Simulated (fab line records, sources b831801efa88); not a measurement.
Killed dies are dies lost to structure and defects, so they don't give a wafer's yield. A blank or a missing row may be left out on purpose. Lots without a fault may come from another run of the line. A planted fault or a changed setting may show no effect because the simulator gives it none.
Chamber matching | flow gf180mcu | GF_V5_ETCH_16 on rie_diel-04: 4 sister chambers
The step etches BARC in N2/H2. 8 wafers are shown with their chamber, then 10 later ones without.

WAFERS WITH THEIR CHAMBER
wafer  | chamber | drypump_motor_current_A (A) | oes_product_au (a.u.)
L081.2 | 1       | 5.7                         | 0.865
L082.2 | 1       | 5.6                         | 0.853
L082.3 | 3       | 5.6                         | 0.856
L082.4 | 2       | 5.6                         | 0.858
L082.5 | 0       | 4.9                         | 0.855
L082.6 | 3       | 5.6                         | 0.854
L090.1 | 0       | 4.9                         | 0.851
L090.4 | 2       | 5.6                         | 0.854

WAFERS WITHOUT THEIR CHAMBER
wafer  | drypump_motor_current_A (A) | oes_product_au (a.u.)
L090.6 | 5.6                         | 0.853
L092.1 | 5.6                         | 0.868
L092.3 | 5.7                         | 0.849
L092.4 | 5.6                         | 0.857
L095.2 | 4.9                         | 0.856
L095.3 | 5.7                         | 0.848
L095.6 | 5.6                         | 0.850
L096.1 | 5.6                         | 0.854
L096.4 | 5.7                         | 0.853
L096.6 | 4.9                         | 0.861

WHICH CHAMBER EACH WENT THROUGH
wafer  | from the rows above          | in truth
L090.6 | can't be placed: 3 or 2 or 1 | 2
L092.1 | can't be placed: 1 or 2 or 3 | 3
L092.3 | can't be placed: 1 or 3 or 2 | 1
L092.4 | can't be placed: 2 or 3 or 1 | 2
L095.2 | 0                            | 0
L095.3 | can't be placed: 1 or 3 or 2 | 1
L095.6 | can't be placed: 3 or 2 or 1 | 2
L096.1 | can't be placed: 3 or 2 or 1 | 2
L096.4 | can't be placed: 1 or 3 or 2 | 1
L096.6 | 0                            | 0
Placed correctly: 2 of 10. Can't be placed from these rows: 8 (the true chamber is among the candidates in 8). Placed wrongly: 0.
How it was worked out, from the rows above alone: a wafer's distance from a chamber is the root of the sum, over the readings, of the square of ((its reading less the chamber's mean) divided by the reading's scatter). The wafer belongs to the nearest chamber; if the next one is less than 2 further off, it can't be placed. A chamber's mean is the mean of its shown wafers. The scatter: the root of (the sum of the squares of (reading less its chamber's mean) over the shown wafers, divided by (wafers less chambers)).
